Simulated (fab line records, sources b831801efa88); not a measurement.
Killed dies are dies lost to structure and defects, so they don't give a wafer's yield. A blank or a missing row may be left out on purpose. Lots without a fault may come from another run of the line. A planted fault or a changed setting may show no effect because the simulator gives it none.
fab line records | flow sky130
record lots=12 wafers=36 last_day=49
route steps=708 shown FIELD_ISO@17 PWDE@84 GATE_OXIDE@199 PAD_OPEN@708
lots that met no fault: from a run of the same line without faults
start_h: hours from the record's first day to the start of the lot's first wafer shown | wait_h: hours since the lot's step before | " the same as in the row above | L1.1+2: a row that stands for several wafers | - no value, or no start given | * or withheld: withheld | < > ~ a bound
route shown NAME@n: a module of which the file shows steps, and the number in the route of the first | usual: mean/standard deviation of fault-free wafers | same: alike in all rows | chamber/n: place in a boat | sites: the reading at each site | _std_site: their standard deviation | _edge_site: outer sites' mean less inner sites' | radius_mm: how far each site lies from the wafer's centre | mask NAME#n: copy n | behind: the tool/chamber that last shaped the wafer | hold: why the lot was held/for how many hours/how that ended | device: the transistor (n, p or np) that didn't switch | end of line: the same wafers' tests at the end of the route | a step without rows: its recipe alone | killed: dies lost to structure and defects at the first sort, not the wafer's yield | map: a wafer's dies, x killed, . not, _ none there
set.NAME: the setting as run; set.NAME@STEP: as run at that earlier step | model.NAME: the simulator's own value behind a step, which no gauge read
steps of the route over a sample of lots; a table a step, a row a wafer
services: from which hour (start_h, from the record's first day; less than 0 if before it) a tool's chamber was out of use, for how many hours, and why
## steps
# step SKY_FIELD_ISO_STRIP_16
# recipe chemistry=O2/N2 power_w=1400 pressure_mtorr=1500 platen_temp_c=withheld o2_flow_sccm=3000 n2_flow_sccm=300 overash_fraction=0.5
# usual chamber_pressure_mTorr=1500.0/1.4 drypump_motor_current_A=5.7/0.32 oes_product_au=0.378/0.0047 strip_time_to_endpoint_s=3.553/0.029
# same overash_fraction=0.5
# columns lot.wafer tool chamber start_h wait_h chamber_pressure_mTorr drypump_motor_current_A oes_product_au rf_hours_counter_h strip_time_to_endpoint_s
L999.1 plasma_asher-02 1 47.09 0.0 1501.6 5.9 0.372 38 3.499
L999.4 " 0 " " 1500.0 5.5 0.384 - 3.548
L999.6 " 0 " " 1498.5 5.5 0.376 - 3.519
L102.3 plasma_asher-02 0 62.87 0.1 1500.6 5.5 0.373 - 3.563
L102.5 " 0 " " 1501.8 5.5 0.375 - 3.566
L102.6 " 1 " " 1499.2 5.9 0.384 - 3.595
L104.2 plasma_asher-02 0 68.99 0.0 1499.2 5.6 0.378 40 3.500
L104.3 " 1 " " 1500.8 5.8 0.373 - 3.531
L104.4 " 0 " " 1501.1 5.6 0.381 - 3.532
L103.1 plasma_asher-01 1 69.59 0.0 1500.2 5.1 0.378 26 3.545
L103.3 " 0 " " 1500.7 5.7 0.381 - 3.612
L103.4 " 1 " " 1499.2 5.1 0.376 - 3.590
L105.3 plasma_asher-04 1 78.53 0.1 1497.5 6.1 0.372 - 3.580
L105.4 " 0 " " 1502.1 5.8 0.379 - 3.540
L105.6 " 0 " " 1499.3 5.8 0.377 - 3.573
L106.1 plasma_asher-04 1 85.29 0.0 1498.4 6.1 0.382 39 3.600
L106.2 " 0 " " 1499.7 5.8 0.384 39 3.576
L106.5 " 0 " " 1499.8 5.8 0.375 - 3.584
L108.2 plasma_asher-02 1 91.74 0.0 1500.3 5.9 0.377 42 3.544
L108.3 " 0 " " 1498.9 5.5 0.379 - 3.594
L108.5 " 1 " " 1500.6 5.8 0.375 - 3.573
L109.1 plasma_asher-04 1 97.00 0.0 1498.1 6.2 0.375 41 3.518
L109.2 " 0 " " 1500.3 5.8 0.377 41 3.511
L109.4 " 1 " " 1500.9 6.2 0.378 - 3.520
L110.3 plasma_asher-04 1 101.38 0.1 1499.2 6.1 0.369 - 3.565
L110.5 " 1 " " 1499.7 6.1 0.382 - 3.591
L110.6 " 0 " " 1499.1 5.8 0.383 - 3.563
L111.1 plasma_asher-04 0 106.39 0.0 1500.6 5.8 0.375 41 3.534
L111.2 " 1 " " 1502.5 6.2 0.377 41 3.488
L111.4 " 1 " " 1502.9 6.1 0.374 - 3.523
L112.1 plasma_asher-04 0 111.49 0.0 1500.8 5.8 0.378 42 3.507
L112.3 " 1 " " 1501.7 6.2 0.380 - 3.530
L112.6 " 0 " " 1501.2 5.8 0.379 - 3.515
L113.3 plasma_asher-02 0 118.02 0.1 1496.7 5.6 0.386 - 3.586
L113.5 " 1 " " 1497.5 5.9 0.384 - 3.600
L113.6 " 0 " " 1499.6 5.6 0.374 - 3.577
# step SKY_FIELD_ISO_ETCH_17
# recipe target_depth_a=3420 mask_material=Si3N4 chemistry=HBr/Cl2/O2 target=Si taper_deg=5 icp_w=600 bias_w=150 pressure_mtorr=15 HBr_flow_sccm=150 Cl2_flow_sccm=40 O2_flow_sccm=6 time_s=97.7
# usual chamber_pressure_mTorr=15.000/0.013 drypump_motor_current_A=5.9/0.34 oes_product_au=1.001/0.0077 run_length_s=126.1/0.37 throttle_valve_pct=25.656/0.01
# columns lot.wafer tool chamber start_h wait_h chamber_pressure_mTorr drypump_motor_current_A oes_product_au rf_hours_counter_h run_length_s throttle_valve_pct
L999.1 rie_si-02 2 47.19 0.1 15.015 6.0 0.994 15 125.7 25.668
L999.4 " 1 " " 15.007 5.8 0.998 28 126.4 25.658
L999.6 " 1 " " 15.016 5.9 1.005 - 126.0 25.645
L102.3 rie_si-02 3 62.94 0.0 15.000 5.7 0.990 121 125.7 25.658
L102.5 " 3 " " 14.983 5.7 1.000 - 125.7 25.643
L102.6 " 2 " " 14.983 6.0 0.985 - 125.8 25.656
L104.2 rie_si-01 0 69.09 0.1 14.979 5.5 0.995 3 127.2 25.661
L104.3 " 3 " " 15.014 6.4 0.995 132 126.1 25.657
L104.4 " 1 " " 15.000 6.6 0.990 0 126.4 25.646
L103.1 rie_si-02 1 69.69 0.1 15.005 5.8 1.013 28 125.9 25.652
L103.3 " 2 " " 14.978 6.0 0.991 16 126.3 25.666
L103.4 " 0 " " 14.996 5.7 1.008 127 126.2 25.644
L105.3 rie_si-01 3 78.60 0.0 15.003 6.4 0.993 132 125.6 25.650
L105.4 " 2 " " 14.986 6.2 1.007 98 125.6 25.668
L105.6 " 3 " " 14.995 6.4 1.009 - 125.8 25.671
L106.1 rie_si-02 2 85.39 0.1 14.998 6.0 1.013 16 125.9 25.637
L106.2 " 3 " " 15.013 5.7 1.003 121 126.2 25.658
L106.5 " 2 " " 14.989 6.0 1.001 - 126.1 25.670
L108.2 rie_si-01 1 91.84 0.1 14.990 6.5 0.994 0 126.1 25.653
L108.3 " 3 " " 15.003 6.4 1.003 132 125.4 25.662
L108.5 " 1 " " 15.017 6.5 0.990 - 126.3 25.657
L109.1 rie_si-01 2 97.10 0.1 14.993 6.2 1.004 98 125.7 25.656
L109.2 " 1 " " 14.991 6.6 0.991 0 126.6 25.654
L109.4 " 0 " " 14.990 5.5 1.008 4 126.8 25.649
L110.3 rie_si-02 0 101.45 0.0 15.001 5.7 1.008 127 126.1 25.656
L110.5 " 3 " " 14.995 5.7 0.996 - 125.8 25.674
L110.6 " 0 " " 14.979 5.7 1.006 - 126.2 25.658
L111.1 rie_si-01 0 106.49 0.1 15.005 5.5 0.989 4 127.0 25.657
L111.2 " 2 " " 14.999 6.3 0.998 98 125.6 25.672
L111.4 " 1 " " 14.978 6.5 0.988 1 126.3 25.676
L112.1 rie_si-02 2 111.59 0.1 14.992 6.0 1.005 16 125.7 25.664
L112.3 " 0 " " 14.986 5.7 1.003 127 126.4 25.649
L112.6 " 1 " " 14.981 5.9 1.010 - 126.0 25.656
L113.3 rie_si-02 1 118.09 0.0 15.013 5.8 1.009 28 126.2 25.648
L113.5 " 3 " " 14.995 5.7 1.009 - 125.7 25.654
L113.6 " 0 " " 14.987 5.7 1.004 - 126.0 25.653
# step SKY_NWELL_RS_MEAS_31
# recipe thk_meas_gauge=four-point-probe
# usual PWDE_RS=5277/17
# columns lot.wafer tool chamber start_h wait_h PWDE_RS[ohm/sq]
L999.1 film_metro-03 - 139.17 0.1 5269
L999.4 " - " " 5269
L999.6 " - " " 5245
L104.2 film_metro-01 - 151.43 0.1 5283
L104.3 " - " " 5298
L104.4 " - " " 5264
L103.1 film_metro-01 - 152.26 0.1 5272
L103.3 " - " " 5276
L103.4 " - " " 5267
L102.3 film_metro-02 - 152.76 0.1 5295
L102.5 " - " " 5286
L102.6 " - " " 5283
L105.3 film_metro-02 - 159.51 0.1 5310
L105.4 " - " " 5274
L105.6 " - " " 5261
L106.1 film_metro-02 - 167.42 0.1 5231
L106.2 " - " " 5260
L106.5 " - " " 5273
L108.2 film_metro-02 - 174.84 0.1 5281
L108.3 " - " " 5276
L108.5 " - " " 5283
L109.1 film_metro-03 - 181.42 0.1 5282
L109.2 " - " " 5269
L109.4 " - " " 5287
L110.3 film_metro-02 - 189.75 0.1 5249
L110.5 " - " " 5279
L110.6 " - " " 5270
L111.1 film_metro-01 - 196.41 0.1 5274
L111.2 " - " " 5281
L111.4 " - " " 5281
L112.1 film_metro-03 - 204.16 0.1 5250
L112.3 " - " " 5254
L112.6 " - " " 5245
L113.3 film_metro-02 - 206.80 0.1 5319
L113.5 " - " " 5293
L113.6 " - " " 5289
# step SKY_GATE_OXIDE_WET_ETCH_12
# recipe chemistry=dHF target_depth_nm=16.8 dry=n2_spin target=SiO2 dilution=100:1 temp_c=25 time_s=336
# usual run_length_s=363/3.3
# columns lot.wafer tool chamber start_h wait_h run_length_s
L999.1 wet_bench-01 3 352.45 0.1 362
L999.4 " 3 " " 362
L999.6 " 3 " " 362
L104.2 wet_bench-01 2 374.95 0.1 361
L104.3 " 2 " " 361
L104.4 " 2 " " 361
L102.3 wet_bench-02 1 378.80 0.1 369
L102.5 " 1 " " 369
L102.6 " 1 " " 369
L103.1 wet_bench-01 2 378.81 0.1 361
L103.3 " 2 " " 361
L103.4 " 2 " " 361
L105.3 wet_bench-01 3 385.72 0.1 361
L105.4 " 3 " " 361
L105.6 " 3 " " 361
L106.1 wet_bench-01 0 396.82 0.1 369
L106.2 " 0 " " 369
L106.5 " 0 " " 369
L108.2 wet_bench-04 1 410.01 0.1 360
L108.3 " 1 " " 360
L108.5 " 1 " " 360
L109.1 wet_bench-04 0 418.52 0.1 369
L109.2 " 0 " " 369
L109.4 " 0 " " 369
L110.3 wet_bench-02 3 428.71 0.1 362
L110.5 " 3 " " 362
L110.6 " 3 " " 362
L111.1 wet_bench-04 2 437.87 0.1 113
L111.2 " 2 " " 113
L111.4 " 2 " " 113
L112.1 wet_bench-02 1 447.91 0.1 361
L112.3 " 1 " " 361
L112.6 " 1 " " 361
L113.3 wet_bench-04 3 450.17 0.1 114
L113.5 " 3 " " 114
L113.6 " 3 " " 114
# step SKY_PAD_OPEN_PROBE_99
# usual killed_at_M0_to_M3=44/7.3 killed_at_M4_up=3.4/1.7 killed_at_contacts=24/5.3 killed_at_front_end=15/4.1 killed_at_other=0.4/0.68 killed_dies=87/9.5 killed_on_rim=17/3.8 killed_open=48/7.1 killed_short=39/5.8
# same gross_dies=492 killed_at_back_side=0
# columns lot.wafer tool chamber start_h wait_h killed_at_M0_to_M3 killed_at_M4_up killed_at_contacts killed_at_front_end killed_at_other killed_dies killed_on_rim killed_open killed_short
L104.2 prober-02 - 1122.45 0.1 36 4 24 21 0 85 14 45 40
L104.3 prober-02 - 1122.50 0.2 47 1 29 10 0 87 17 52 35
L104.4 prober-02 - 1122.55 0.2 39 6 22 11 1 79 18 40 39
L102.3 prober-01 - 1123.94 0.2 33 2 23 15 4 77 15 40 32
L102.5 prober-01 - 1124.04 0.2 51 4 16 13 1 85 18 45 38
L102.6 prober-01 - 1124.09 0.2 43 3 18 20 0 84 17 44 40
L106.5 prober-02 - 1135.24 0.2 44 8 29 14 0 95 12 38 57
L109.1 prober-01 - 1147.59 0.1 41 2 32 13 0 88 19 48 40
L109.2 prober-01 - 1147.64 0.1 35 6 30 12 0 83 9 37 46
L109.4 prober-01 - 1147.74 0.2 48 3 22 19 0 92 14 44 47
L111.1 prober-01 - 1175.14 0.1 46 5 27 414 0 492 96 49 44
L111.2 prober-01 - 1175.19 0.1 40 4 27 421 0 492 96 48 35
L111.4 prober-01 - 1175.29 0.2 53 3 24 412 0 492 96 52 43
L113.3 prober-02 - 1175.94 0.2 37 5 23 427 0 492 96 42 42
L113.5 prober-02 - 1176.04 0.2 47 6 28 409 2 492 96 47 46
L113.6 prober-02 - 1176.09 0.2 43 3 18 427 1 492 96 44 34
# killed by level:class
L104.2 FIELD_ISO:geometric_particle:short=8 CONTACT:geometric_particle:open=8 METAL2:geometric_particle:short=6 VIA3:geometric_particle:open=6 VIA1:geometric_particle:open=6 POLY_GATE:geometric_particle:open=5 LOCAL_INTERCONNECT:geometric_particle:short=5 POLY_GATE:geometric_particle:short=4
L104.3 VIA3:geometric_particle:open=11 LI_CONTACT:geometric_particle:open=10 CONTACT:geometric_particle:open=9 VIA1:geometric_particle:open=7 METAL2:geometric_particle:short=5 CONTACT:geometric_particle:short=5 VIA2:geometric_particle:open=5 FIELD_ISO:geometric_particle:open=4
L104.4 CONTACT:geometric_particle:open=9 VIA1:geometric_particle:open=8 VIA2:geometric_particle:open=7 VIA3:geometric_particle:open=7 METAL4:geometric_particle:short=6 CONTACT:geometric_particle:short=6 LOCAL_INTERCONNECT:geometric_particle:short=4 METAL1:geometric_particle:short=4
L102.3 CONTACT:geometric_particle:open=12 VIA1:geometric_particle:open=9 VIA2:geometric_particle:open=7 FIELD_ISO:geometric_particle:short=4 LI_CONTACT:geometric_particle:open=4 METAL1:geometric_particle:short=4 PASSIVATION:coat_microbubble_printed=4 CONTACT:geometric_particle:short=3
L102.5 VIA1:geometric_particle:open=11 VIA1:geometric_particle:short=8 METAL1:geometric_particle:short=8 METAL2:geometric_particle:short=7 VIA2:geometric_particle:open=7 LI_CONTACT:geometric_particle:open=6 CONTACT:geometric_particle:open=6 VIA3:geometric_particle:open=6
L102.6 VIA1:geometric_particle:open=10 VIA1:geometric_particle:short=7 POLY_GATE:geometric_particle:short=6 LI_CONTACT:geometric_particle:open=6 CONTACT:geometric_particle:short=5 METAL1:geometric_particle:short=5 VIA3:geometric_particle:open=5 FIELD_ISO:geometric_particle:short=3
L106.5 METAL2:geometric_particle:short=8 VIA3:geometric_particle:open=8 CONTACT:geometric_particle:open=7 CONTACT:geometric_particle:short=7 FIELD_ISO:geometric_particle:short=6 LOCAL_INTERCONNECT:geometric_particle:short=6 VIA1:geometric_particle:short=6 METAL4:geometric_particle:short=6
L109.1 LI_CONTACT:geometric_particle:open=11 VIA3:geometric_particle:open=8 LI_CONTACT:geometric_particle:short=7 CONTACT:geometric_particle:open=7 METAL1:geometric_particle:short=7 VIA1:geometric_particle:open=5 VIA3:geometric_particle:short=5 FIELD_ISO:geometric_particle:short=4
L109.2 LI_CONTACT:geometric_particle:open=9 METAL1:geometric_particle:short=7 LI_CONTACT:geometric_particle:short=6 CONTACT:geometric_particle:open=6 VIA1:geometric_particle:open=6 METAL4:geometric_particle:short=6 VIA1:geometric_particle:short=5 FIELD_ISO:geometric_particle:short=4
L109.4 VIA2:geometric_particle:open=13 METAL1:geometric_particle:short=9 VIA1:geometric_particle:open=9 FIELD_ISO:geometric_particle:short=7 CONTACT:geometric_particle:short=7 CONTACT:geometric_particle:open=6 LI_CONTACT:geometric_particle:open=5 VIA3:geometric_particle:open=5
L111.1 GATE_OXIDE:area_etch=397 CONTACT:geometric_particle:open=10 LI_CONTACT:geometric_particle:open=9 VIA1:geometric_particle:open=9 METAL1:geometric_particle:short=8 VIA3:geometric_particle:open=7 VIA2:geometric_particle:open=6 LOCAL_INTERCONNECT:geometric_particle:short=5
L111.2 GATE_OXIDE:area_etch=408 CONTACT:geometric_particle:open=9 VIA1:geometric_particle:open=9 LI_CONTACT:geometric_particle:open=7 METAL1:geometric_particle:open=5 METAL1:geometric_particle:short=5 LI_CONTACT:geometric_particle:short=4 VIA3:geometric_particle:open=4
L111.4 GATE_OXIDE:area_etch=397 VIA1:geometric_particle:open=13 VIA2:geometric_particle:open=11 POLY_GATE:geometric_particle:open=6 CONTACT:geometric_particle:open=6 LI_CONTACT:geometric_particle:open=6 VIA1:geometric_particle:short=6 LI_CONTACT:geometric_particle:short=5
L113.3 GATE_OXIDE:area_etch=407 VIA1:geometric_particle:open=11 LI_CONTACT:geometric_particle:open=8 VIA2:geometric_particle:open=6 CONTACT:geometric_particle:open=5 METAL2:geometric_particle:short=5 FIELD_ISO:geometric_particle:short=4 POLY_GATE:geometric_particle:open=4
L113.5 GATE_OXIDE:area_etch=399 CONTACT:geometric_particle:open=10 VIA1:geometric_particle:open=9 METAL2:geometric_particle:short=9 LI_CONTACT:geometric_particle:open=8 VIA1:geometric_particle:short=8 FIELD_ISO:geometric_particle:open=6 CONTACT:geometric_particle:short=6
L113.6 GATE_OXIDE:area_etch=414 VIA1:geometric_particle:open=9 METAL1:geometric_particle:short=6 VIA2:geometric_particle:open=6 VIA3:geometric_particle:open=6 LI_CONTACT:geometric_particle:open=5 CONTACT:geometric_particle:short=5 METAL2:geometric_particle:short=5
## services
# columns tool chamber start_h hours kind
plasma_asher-04 - 36.09 4.3 repair
plasma_asher-04 - 82.22 3.0 repair
rie_si-01 - 84.71 2.8 pm
plasma_asher-02 - 108.75 9.0 pm
rie_si-01 1 112.10 15.1 repair
rie_si-01 3 133.12 151.0 repair
plasma_asher-02 - 133.83 28.1 pm
rie_si-01 1 179.69 3.9 repair
plasma_asher-02 - 184.72 14.6 pm
rie_si-01 2 201.55 2.9 repair
plasma_asher-04 - 212.44 14.6 pm
wet_bench-01 - 250.27 0.5 repair
rie_si-02 0 253.32 4.2 repair
plasma_asher-02 - 262.62 1.3 repair
rie_si-01 3 315.30 7.0 repair
wet_bench-04 - 338.43 1.9 pm
plasma_asher-04 - 344.96 1.2 repair
plasma_asher-02 - 346.46 0.3 repair
wet_bench-04 - 362.37 1.8 repair
plasma_asher-02 - 376.71 1.2 repair
rie_si-02 2 415.06 6.5 repair
wet_bench-01 - 431.43 1.9 pm
plasma_asher-04 - 443.83 16.5 repair
plasma_asher-04 - 448.47 1.4 repair
## key
first_sign step=SKY_GATE_OXIDE_WET_ETCH_12 reading=run_length_s direction=down sigmas=74 usual=* struck=*
effect step=SKY_PAD_OPEN_PROBE_99 reading=killed_at_front_end direction=up sigmas=99+ usual=15 struck=418
more_kills_born_at SKY_GATE_OXIDE_WET_ETCH_12@wet_bench-04=2422
met_at SKY_GATE_OXIDE_WET_ETCH_12
struck_lots L111,L113
later_rows_left_out L111.1,L111.2,L111.4,L113.3,L113.5,L113.6
tester_left_out L111,L113
not_acting_at SKY_FIELD_ISO_STRIP_16,SKY_FIELD_ISO_ETCH_17,SKY_NWELL_RS_MEAS_31
onset_between 418.52 437.87
fault kind=process_parameter_drift tool=wet_bench-04 chamber=- onset_h=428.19 steps=SKY_GATE_OXIDE_WET_ETCH_12 channel=time_s offset=* shape=step end_h=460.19 acts_in=* stated=*
# tester_left_out: of these lots the tester's yield and bins aren't shown, on N5 and GAA mostly nor the transistor test; their killed dies are dies lost to structure and defects alone, not to doping, threshold or leakage, so they don't give the yield
# later_rows_left_out: the simulator's readings of these wafers behind a module that went badly wrong aren't trusted and aren't shown, but for the sort
